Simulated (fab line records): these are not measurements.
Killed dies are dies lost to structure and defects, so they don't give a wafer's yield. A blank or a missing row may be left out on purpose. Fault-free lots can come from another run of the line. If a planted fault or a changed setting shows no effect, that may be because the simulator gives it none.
Which tool was responsible? -- flow gf180mcu -- 13 lots with 39 wafers sampled at 5 steps, on a route of 602 steps

## WHAT THE GAUGES SHOWED, per wafer
GF_SAB_CD_MEAS_09: the cd target is 420 nm. Usual: 420.5 nm for cd-nm, sd 2.1.
lot,measured,on,cd-nm (nm),flag
L723,day 15 15:14,cd-sem-01,418.7 420.1 419.0,
L725,day 16 00:06,cd-sem-01,422.2 422.9 424.2,
L726,day 16 05:37,cd-sem-01,422.0 421.0 422.2,
L727,day 16 11:21,cd-sem-02,452.3 450.3 450.8,OFF
L734,day 19 15:23,cd-sem-02,422.8 424.1 423.0,
L736,day 20 00:15,cd-sem-01,419.0 416.8 418.1,
L737,day 20 07:23,cd-sem-02,418.6 418.8 418.5,
L739,day 21 07:14,cd-sem-02,419.3 421.1 421.7,
L738,day 21 09:42,cd-sem-02,420.7 421.5 420.9,
L740,day 21 21:01,cd-sem-02,423.2 421.4 422.7,
L742,day 22 05:00,cd-sem-01,420.9 421.7 422.2,
L743,day 22 14:12,cd-sem-02,418.9 420.0 418.8,
L746,day 23 09:05,cd-sem-02,421.4 421.2 418.0,

GF_CONTACT_THK_MEAS_01. Usual: CONTACT_CVD_00_THK gives 299 nm (standard deviation 3.4).
lot,measured,on,CONTACT_CVD_00_THK (nm),flag
L723,day 15 16:19,film-metro-01,294 296 296,
L725,day 16 01:11,film-metro-01,299 298 300,
L726,day 16 06:42,film-metro-04,301 299 300,
L727,day 16 12:25,film-metro-04,300 299 305,
L734,day 19 16:26,film-metro-04,298 299 302,
L736,day 20 01:19,film-metro-04,302 302 301,
L737,day 20 08:26,film-metro-02,302 300 301,
L739,day 21 08:18,film-metro-01,305 298 298,
L738,day 21 10:46,film-metro-04,302 298 301,
L740,day 21 22:05,film-metro-04,301 299 304,
L742,day 22 06:04,film-metro-02,301 305 301,
L743,day 22 15:16,film-metro-01,301 297 298,
L746,day 23 10:15,film-metro-01,306 305 307,

GF_CONTACT_THK_MEAS_03. Usual: CONTACT_CVD_02_THK gives 860 nm (standard deviation 11).
lot,measured,on,CONTACT_CVD_02_THK (nm),flag
L723,day 15 16:26,film-metro-04,872 860 872,
L725,day 16 01:19,film-metro-04,869 853 880,
L726,day 16 06:50,film-metro-01,843 839 843,
L727,day 16 12:33,film-metro-04,852 868 857,
L734,day 19 16:34,film-metro-02,852 860 873,
L736,day 20 01:26,film-metro-01,853 862 881,
L737,day 20 08:34,film-metro-01,855 865 867,
L739,day 21 08:26,film-metro-02,834 842 852,
L738,day 21 10:53,film-metro-01,854 837 861,
L740,day 21 22:16,film-metro-04,859 875 865,
L742,day 22 06:11,film-metro-01,844 858 852,
L743,day 22 15:23,film-metro-02,842 855 862,
L746,day 23 10:23,film-metro-02,840 842 861,

GF_CONTACT_OVL_MEAS_15. Usual: CONTACT_OVL gives 4 nm (standard deviation 5.3).
lot,measured,on,CONTACT_OVL (nm),flag
L723,day 16 15:24,overlay-01,0 1 -6,
L725,day 17 00:22,overlay-02,15 2 4,
L726,day 17 06:37,overlay-02,9 2 6,
L727,day 17 12:17,overlay-01,6 6 2,
L734,day 20 17:00,overlay-02,1 6 1,
L736,day 21 02:48,overlay-01,4 7 -4,
L737,day 21 09:15,overlay-01,2 10 3,
L739,day 22 08:44,overlay-01,1 2 5,
L738,day 22 10:35,overlay-02,10 13 8,
L740,day 22 22:02,overlay-01,7 -4 7,
L742,day 23 05:32,overlay-02,11 14 11,
L743,day 23 14:50,overlay-01,7 0 12,
L746,day 24 08:47,overlay-02,3 -4 1,

## TOOL THAT RAN EACH LOT (tool first, then ch and the chambers of the sampled wafers, then the start)
lot,GF_SAB_EXPOSE_06
L723,"iline-stepper-01 ch 0, day 15 04:38"
L725,"iline-stepper-01 ch 0, day 15 13:20"
L726,"iline-stepper-02 ch 0, day 15 18:52"
L727,"iline-stepper-01 ch 0, day 16 00:13"
L734,"iline-stepper-02 ch 0, day 19 02:49"
L736,"iline-stepper-01 ch 0, day 19 12:43"
L737,"iline-stepper-01 ch 0, day 19 20:25"
L739,"iline-stepper-01 ch 0, day 20 19:51"
L738,"iline-stepper-01 ch 0, day 20 22:18"
L740,"iline-stepper-02 ch 0, day 21 08:55"
L742,"iline-stepper-02 ch 0, day 21 17:51"
L743,"iline-stepper-01 ch 0, day 22 02:28"
L746,"iline-stepper-01 ch 0, day 22 22:09"
- GF_SAB_EXPOSE_06: exposes mask SAB, target cd 420 nm.

## AS READ BY THE TOOLS THEMSELVES (means over the sampled wafers that have a number; for cases with no such wafer, the mark the record gives instead)
The record holds no such reading with a usual standard deviation.

## THE ANSWER, worked out from the rows above alone
Rule: a lot is off if the mean of its wafers that have a number lies more than 3 standard deviations from the usual mean. Also off: a lot with no number at a reading for which 4 or more lots have one. The other lots that the step has rows for count as sound. First the gauges in route order, then the tools' own readings, where a lot's mean is used as printed above. The first step at which some lot is off is used, and at that step the reading that is off furthest; a lot without a number counts as furthest.
Off: L727, at GF_SAB_CD_MEAS_09 (cd-nm).
If a tool, at a process step before that reading, ran all the lots that are off and no sound lot after the first of them, it fits. Those tools and the gauges at GF_SAB_CD_MEAS_09 are tried in the same way. Not one of the candidates tried fits.

## WHAT THE SIMULATOR HAD PUT IN
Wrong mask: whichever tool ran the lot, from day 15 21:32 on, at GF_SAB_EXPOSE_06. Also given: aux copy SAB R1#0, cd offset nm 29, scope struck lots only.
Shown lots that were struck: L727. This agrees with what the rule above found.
